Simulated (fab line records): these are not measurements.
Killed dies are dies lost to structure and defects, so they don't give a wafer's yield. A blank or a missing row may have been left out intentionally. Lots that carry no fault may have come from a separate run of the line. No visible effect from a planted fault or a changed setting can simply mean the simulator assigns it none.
2 desks, one fault / flow sky130 / what lay behind the numbers comes last; until then each desk has only its own

== THE TOOL OWNER'S DESK: implanter-01 ==
SKY_VT_ADJUST_PCH_IMPLANT_08, tool's own readings: per-lot mean of the sampled wafers with a number, covering each lot this tool ran. Marked OUT: a lot whose mean sits more than 4 standard deviations from the usual mean, which makes it out of limits; the brackets give that distance.
Columns: A = dose ions cm2 at SKY_VT_ADJUST_PCH_IMPLANT_08, usual 5.001e+11; B = end station pressure torr at SKY_VT_ADJUST_PCH_IMPLANT_08, usual 4.99e-06 Torr; C = faraday current uA at SKY_VT_ADJUST_PCH_IMPLANT_08, usual 2.82
lot=L407; first seen here=day 11 23:33; A=4.996e+11; B=5.04e-06; C=2.86
lot=L409; first seen here=day 12 13:55; A=5.003e+11; B=5.18e-06; C=2.80
lot=L417; first seen here=day 15 02:34; A=2.809e+11 (-99 or more) OUT; B=4.66e-06; C=1.61 (-19) OUT
lot=L418; first seen here=day 15 10:32; A=2.803e+11 (-99 or more) OUT; B=4.86e-06; C=1.58 (-19) OUT
Finding of this desk: L417, L418 out of limits; the first was L417 at day 15 02:34, on dose ions cm2 at SKY_VT_ADJUST_PCH_IMPLANT_08. In limits: L407, L409.

== FROM THE METROLOGY DESK ==
Lot by lot, what the gauges showed, no matter which tool ran the lot: averages of those sampled wafers that carry a number. Marked OUT: a lot whose mean sits more than 4 standard deviations from the usual mean, which makes it out of limits; the brackets give that distance.
Columns: A = NWELL_01_OVL at SKY_NWELL_OVL_MEAS_23, usual -0.2 nm; B = NWELL_RS at SKY_NWELL_RS_MEAS_29, usual 624.1 ohm/sq; C = VT_ADJUST_PCH_TW at SKY_VT_ADJUST_PCH_TW_MEAS_10, usual 142.1
lot=L402; first seen here=day 5 06:22; A=0.8; B=624.4; C=143.0
lot=L404; first seen here=day 5 20:13; A=1.5; B=626.3; C=141.5
lot=L406; first seen here=day 6 09:31; A=0.0; B=621.6; C=141.5
lot=L407; first seen here=day 6 14:07; A=-0.8; B=624.9; C=142.3
lot=L409; first seen here=day 7 02:37; A=-2.0; B=625.3; C=142.3
lot=L410; first seen here=day 7 08:04; A=-2.3; B=621.8; C=142.3
lot=L412; first seen here=day 7 20:43; A=-1.1; B=625.7; C=142.5
lot=L417; first seen here=day 9 00:53; A=-1.6; B=625.2; C=122.3 (-24) OUT
lot=L418; first seen here=day 9 08:50; A=2.5; B=624.2; C=122.0 (-25) OUT
lot=L421; first seen here=day 10 00:01; A=0.8; B=625.2; C=141.8
lot=L422; first seen here=day 10 06:16; A=-1.6; B=623.2; C=141.4
lot=L425; first seen here=day 11 02:47; A=0.3; B=622.1; C=141.6
This desk finds L417, L418 out of limits, with the earliest case on L417 at day 15 02:49 (VT_ADJUST_PCH_TW at SKY_VT_ADJUST_PCH_TW_MEAS_10). In limits: L402, L404, L406, L407, L409, L410, L412, L421, L422, L425.

== PUT TOGETHER ==
The tool owner's desk could have raised an alarm at day 15 02:34, on L417, L418.
On L417, L418, the metrology desk was in a position to raise an alarm at day 15 02:49.
On implanter-01, each named lot ran SKY_VT_ADJUST_PCH_IMPLANT_08.

== WHAT HAD BEEN PUT IN BY THE SIMULATOR ==
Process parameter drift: implanter-01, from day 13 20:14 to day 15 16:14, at SKY_VT_ADJUST_PCH_IMPLANT_08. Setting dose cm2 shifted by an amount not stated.
Shown lots that were struck: L417, L418.
Time in hours from fault onset to the first out-of-limits reading at each desk: tool owner's desk 30, metrology desk 31.
